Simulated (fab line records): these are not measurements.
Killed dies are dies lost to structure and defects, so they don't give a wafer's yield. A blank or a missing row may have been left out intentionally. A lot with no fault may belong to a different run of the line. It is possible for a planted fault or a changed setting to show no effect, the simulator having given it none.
Matching of chambers | flow gf180mcu | rie diel-01 running GF_STI_ETCH_13: 4 sister chambers
The step etches the open film in CHF3/O2, stops on Si, target depth 282.31 nm, time 112.9 s. 4 wafers are shown with their chamber, then 7 later ones without.

## EACH WAFER AND ITS CHAMBER
wafer  | chamber | drypump motor current A (A)
L824.6 | 3       | 5.5
L828.2 | 1       | 6.1
L840.1 | 0       | 5.6
L840.2 | 2       | 6.5

## WAFERS WITHOUT THEIR CHAMBER
wafer  | drypump motor current A (A)
L840.6 | 6.4
L841.4 | 5.5
L841.5 | 5.6
L841.6 | 6.4
L843.2 | 5.5
L843.3 | 5.5
L843.5 | 5.5

## WHICH CHAMBER EACH ONE RAN IN
wafer  | from the rows above     | in truth
L840.6 | 2                       | 2
L841.4 | can't be placed: 3 or 0 | 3
L841.5 | can't be placed: 0 or 3 | 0
L841.6 | 2                       | 2
L843.2 | can't be placed: 3 or 0 | 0
L843.3 | can't be placed: 3 or 0 | 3
L843.5 | can't be placed: 3 or 0 | 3
Correct placement for 2 of the 7. Cannot be placed on the basis of these rows: 5; the candidates contain the true chamber in 5. Number placed wrongly: 0.
How it was worked out, from the rows above alone: a wafer's distance from a chamber is the root of the sum, over the readings, of the square of ((its reading less the chamber's mean) divided by the reading's scatter). The wafer belongs to the nearest chamber; if the next one is less than 2 further off, it can't be placed. A chamber's mean is the mean of its shown wafers. The scatter: with one shown wafer a chamber, the root of the mean of the squares of how far each hidden wafer lies from its nearest shown one.
